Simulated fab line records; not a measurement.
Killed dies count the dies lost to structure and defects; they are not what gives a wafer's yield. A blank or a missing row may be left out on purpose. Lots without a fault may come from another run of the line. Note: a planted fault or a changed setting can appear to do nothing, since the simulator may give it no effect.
Struck lot and sound lot, side by side / flow sky130 / 16 steps out of a route of 708
Sound: the wafers L498.1, L498.3, L498.5. Struck: wafer L495.2 (left out: L495.1, L495.3 of the same lot, which were not struck); the cause appears at the end.
At each step with rows: each side's tool, then ch and its chambers, then its first start. Under that, the readings that differ: sound wafers / struck wafers / difference of the means / sigmas: that difference in standard deviations of wafers without a fault.
alike: readings with means less than 2 such deviations apart, plus words and numbers identical on both sides. not compared: withheld readings, readings lacking a value on some wafer, bounds such as >300 that could conceal the same value, and numbers that have no deviation in the record and whose values overlap.
The two part at a step that has a row with sigmas, a row that says differs or no value, or rows on one side only. Numbers that have no deviation but don't overlap get no sigmas and don't part them. A reading missing from all wafers of one side parts the sides only when that side holds two or more wafers.

SKY_LI_CONTACT_BOW_MEAS_03:
  sound on film_metro-02 at day 34 05:57; struck on film_metro-03 at day 33 15:24
  alike: LI_CONTACT_BOW
then, 8 steps without rows for these wafers: SKY_LI_CONTACT_DEHYDRATE_04 (time 60 s); SKY_LI_CONTACT_HMDS_05 (prime time 60 s); SKY_LI_CONTACT_COAT_06 (resist thk 60 nm); SKY_LI_CONTACT_COAT_07 (resist thk 450 nm); SKY_LI_CONTACT_SOFTBAKE_08 (time 90 s); SKY_LI_CONTACT_EXPOSE_09 (exposes mask LICM1, target cd 170 nm); SKY_LI_CONTACT_PEB_10; SKY_LI_CONTACT_DEVELOP_11 (develop time 60 s).
SKY_LI_CONTACT_CD_MEAS_12: the cd target is 170 nm.
  sound on cd_sem-01 at day 35 08:38; struck on cd_sem-02 at day 34 17:31
  alike: cd_nm
SKY_LI_CONTACT_OVL_MEAS_13:
  sound on overlay-02 at day 35 08:46; struck on overlay-02 at day 34 17:38
  alike: LI_CONTACT_OVL
SKY_LI_CONTACT_ETCH_14: etches BARC in N2/H2, stops on SiO2, time 45.9 s, target depth 60 nm.
  sound on rie_diel-04 ch 0,2, day 35 08:47; struck on rie_diel-01 ch 1, day 34 17:41
  alike: bias_w, drypump_motor_current_A, oes_product_au, throttle_valve_pct
  not compared: rf_hours_counter_h
SKY_LI_CONTACT_ETCH_15: etches PSG in C4F8/O2/Ar, stops on Si, target depth 600 nm.
  sound on rie_diel-04 ch 0,2, day 35 08:50; struck on rie_diel-01 ch 1, day 34 17:43
reading=bias_w (W); sound=1198 1202 1198; struck=944; difference=-255; sigmas=-64
reading=model.KrF-thick_of_LI_CONTACT_COAT_07.thk_nm (nm); sound=228 230.6 226.7; struck=242.9; difference=+14.5; sigmas=
  alike: oes_product_au
SKY_LI_CONTACT_STRIP_16: strips in O2/N2.
  sound on plasma_asher-03 ch 0,1, day 35 08:55; struck on plasma_asher-02 ch 0, day 34 17:49
reading=oes_product_au (a.u.); sound=0.368 0.376 0.369; struck=0.381; difference=+0.010; sigmas=+2
reading=strip_time_to_endpoint_s (s); sound=3.446 3.491 3.457; struck=3.606; difference=+0.141; sigmas=+6
  alike: drypump_motor_current_A
  not compared: rf_hours_counter_h
then, 1 step without rows for these wafers: SKY_LI_CONTACT_CLEAN_17 (cleans in NMP, time 600 s).
-- here the record skips 15 days between the struck wafers' starts before and after, leaving off in module LI_CONTACT and picking up in module PAD_OPEN (first step shown: number 708 of the route) --
SKY_PAD_OPEN_PROBE_99:
  sound on prober-01 at day 50 05:00; struck on prober-02 at day 49 20:34
reading=model.etest.licon_pdiff.rc_ohm; sound=573.3 598.8 586.9; struck=651; difference=+65; sigmas=
reading=model.etest.licon_ndiff.rc_ohm; sound=183 181.3 178.4; struck=194.8; difference=+13.9; sigmas=
reading=model.etest.licon_poly.rc_ohm; sound=155.5 154.9 148.9; struck=165.3; difference=+12.2; sigmas=
  alike: killed_at_M0_to_M3, killed_at_M4_up, killed_at_contacts, killed_at_front_end, killed_at_other, killed_dies, killed_open, killed_short

WHERE THEY PART
Last at SKY_LI_CONTACT_STRIP_16 as far as this record goes, first at SKY_LI_CONTACT_ETCH_15. Later steps at which nothing parts them and some readings are alike: SKY_PAD_OPEN_PROBE_99.

WHY: what the simulator had put in
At SKY_LI_CONTACT_ETCH_15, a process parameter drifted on rie_diel-01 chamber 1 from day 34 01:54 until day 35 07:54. A move of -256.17 in setting bias_w, from 1200. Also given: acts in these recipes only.
